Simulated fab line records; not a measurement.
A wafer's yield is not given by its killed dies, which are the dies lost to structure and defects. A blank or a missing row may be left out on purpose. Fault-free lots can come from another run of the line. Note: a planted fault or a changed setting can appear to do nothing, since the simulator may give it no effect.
Code-filled problem report in 8D (eight disciplines) form -- flow sfq line -- the parts of the form that need people (team, actions taken, sign-off) are left out

== 1. THE PROBLEM ==
rf fwd power W at SFQ_TRILAYER_M4_BARC_OPEN_METAL_ETCH_123 reads a mean of 691.8 W on 4 wafers of 3 lots; wafers without a fault read 594.3 W with a standard deviation of 2.6. That is +38 standard deviations from the usual mean.
The step: etches BARC in O2, target depth 125 nm, time 41.7 s.
First observed at day 46 23:31: wafer L366.4, on rie metal-04. Wafers with a number at this step in the record: 45, from 15 lots. The rule behind "out" and "out of limits": a value lying over 4 standard deviations away from the usual mean. The other wafers with a number count as sound.

== 2. WHAT IT IS; WHAT IT IS NOT ==
question,is,is not
which readings at this step,rf fwd power W,"drypump motor current A, oes product au"
which lots,"L366, L368, L369","L357, L358, L359, L360, L361, L363, L370, L371, L375, L376, L377, L379"
which wafers of those lots,"L366.4, L368.1, L368.3, L369.1","L366.1, L366.5, L368.4, L369.2, L369.4"
read on which tools,rie metal-04,"rie metal-01, rie metal-02"
when,from day 46 23:31,"up to then (20 sound wafers); but 21 sound wafers of L368, L369, L370, L371, L375, L376, L377, L379 came after"

== 3. SUSPECTS, AND WHAT RULES EACH OUT ==
Counting: any tool at a process step up to the reading remains a suspect provided it ran every lot that is out. Sound lots after the first of them don't rule it out here, since some wafers of a struck lot are sound.
- rie metal-04 at SFQ_TRILAYER_M4_BARC_OPEN_METAL_ETCH_123 (etches BARC in O2, target depth 125 nm, time 41.7 s): kept. It ran every lot that is out, first L366 (day 46 23:31); its last sound lot up to then is L360 (day 37 00:17). Its own rf fwd power W readings are out on those wafers.
- Within rie metal-04 at SFQ_TRILAYER_M4_BARC_OPEN_METAL_ETCH_123, the wafers that are out were processed in chamber 0 and their sound lot-mates in chamber 1.
Left after counting: rie metal-04 at SFQ_TRILAYER_M4_BARC_OPEN_METAL_ETCH_123.

== 4. THE CAUSE (what the simulator had put in) ==
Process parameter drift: rie metal-04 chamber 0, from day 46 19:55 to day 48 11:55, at SFQ_TRILAYER_M4_BARC_OPEN_METAL_ETCH_123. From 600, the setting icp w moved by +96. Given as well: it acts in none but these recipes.
Only this tool survived the counting.

== 5. SEQUENCE OF EFFECTS, ordered by route ==
One row per reading whose mean, taken over the struck wafers that have a number, lies over 3 standard deviations from the usual. Only readings whose record carries a usual standard deviation are examined. hours: median over the lots of the time between each lot's start at the first step of this table that gives one and its start at this step. sigmas: the change, counted in usual standard deviations.
hours,step,reading,usual,on struck wafers,change,sigmas
0,SFQ_TRILAYER_M4_BARC_OPEN_METAL_ETCH_123,rf fwd power W,594.3 W,691.8,+97.5,+38
Process steps it contains:
- SFQ_TRILAYER_M4_BARC_OPEN_METAL_ETCH_123: etches BARC in O2, target depth 125 nm, time 41.7 s.

== 6. HOW IT WOULD HAVE BEEN CAUGHT EARLIER ==
In this record no reading fell out of limits until day 46 23:31, 4 hours after the fault had begun at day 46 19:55.
